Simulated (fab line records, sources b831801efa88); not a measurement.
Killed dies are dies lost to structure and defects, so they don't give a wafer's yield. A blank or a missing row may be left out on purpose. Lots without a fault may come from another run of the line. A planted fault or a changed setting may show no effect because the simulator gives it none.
A struck lot beside a sound one | flow sky130 | 14 steps out of a route of 708
Sound: wafers L806.3, L806.4, L806.6. Struck: wafers L814.2, L814.5, L814.6. The cause comes at the end.
At each step with rows: each side's tool, then ch and its chambers, then its first start. Under that, the readings that differ: sound wafers | struck wafers | difference of the means | sigmas: that difference in standard deviations of wafers without a fault.
alike: readings whose means differ by less than 2 such deviations, and words and numbers that are the same on both sides. not compared: withheld readings, readings that some wafer has no value for, bounds like >300 that may hide the same value, and numbers for which the record gives no deviation and whose values overlap.
The two part at a step that has a row with sigmas, a row that says differs or no value, or rows on one side only. Numbers that don't overlap but have no deviation are shown without sigmas and don't part them. A reading that every wafer of one side lacks parts them only if that side has two wafers or more.

SKY_CAPM_OVL_MEAS_12:
  sound on overlay-01, day 41 00:18; struck on overlay-01, day 42 23:26
  alike: CAPM_OVL
SKY_CAPM_METAL_ETCH_13: etches TiN in Cl2/BCl3, stops on SiO2, target depth 220 nm, time 62.9 s.
  sound on rie_metal-03 ch 0,1, day 41 00:21; struck on rie_metal-04 ch 0,1, day 42 23:28
  alike: drypump_motor_current_A, oes_product_au, throttle_valve_pct
  not compared: rf_hours_counter_h
SKY_CAPM_STRIP_14: strips in O2/N2.
  sound on plasma_asher-01 ch 0,1, day 41 00:26; struck on plasma_asher-03 ch 0,1, day 42 23:32
  reading                      | sound             | struck            | difference | sigmas
  strip_time_to_endpoint_s (s) | 12.62 12.63 12.66 | 12.78 12.74 12.74 | +0.12      | +2
  alike: drypump_motor_current_A, oes_product_au
  not compared: rf_hours_counter_h
then, 9 steps without rows for these wafers: SKY_CAPM_STRIP_15 (strips in post etch residue remover, time 1200 s); SKY_CAPM_CLEAN_16 (cleans in IPA, time 180 s); SKY_CAPM_CLEAN_17 (cleans in O3/DIW); SKY_METAL3_DEHYDRATE_05 (time 60 s); SKY_METAL3_HMDS_06 (prime time 60 s); SKY_METAL3_COAT_07 (resist thk 60 nm); SKY_METAL3_COAT_08 (resist thk 1140 nm); SKY_METAL3_SOFTBAKE_09 (time 90 s); SKY_METAL3_EXPOSE_10 (exposes mask MM3, target cd 300 nm).
SKY_METAL3_PEB_11:
  sound on litho_track-02 ch 0, day 42 00:00; struck on litho_track-03, day 43 22:00
  reading         | sound          | struck | difference                    | sigmas
  exhaust_pa (Pa) | 45.2 45.5 45.8 | - - -  | no value on the struck wafers |
  not compared: chill_plate_temp_C
then, 1 step without rows for these wafers: SKY_METAL3_DEVELOP_12 (develop time 60 s).

WHERE THEY PART
First at SKY_CAPM_STRIP_14; last, within this record, at SKY_METAL3_PEB_11.

WHY: what the simulator had put in
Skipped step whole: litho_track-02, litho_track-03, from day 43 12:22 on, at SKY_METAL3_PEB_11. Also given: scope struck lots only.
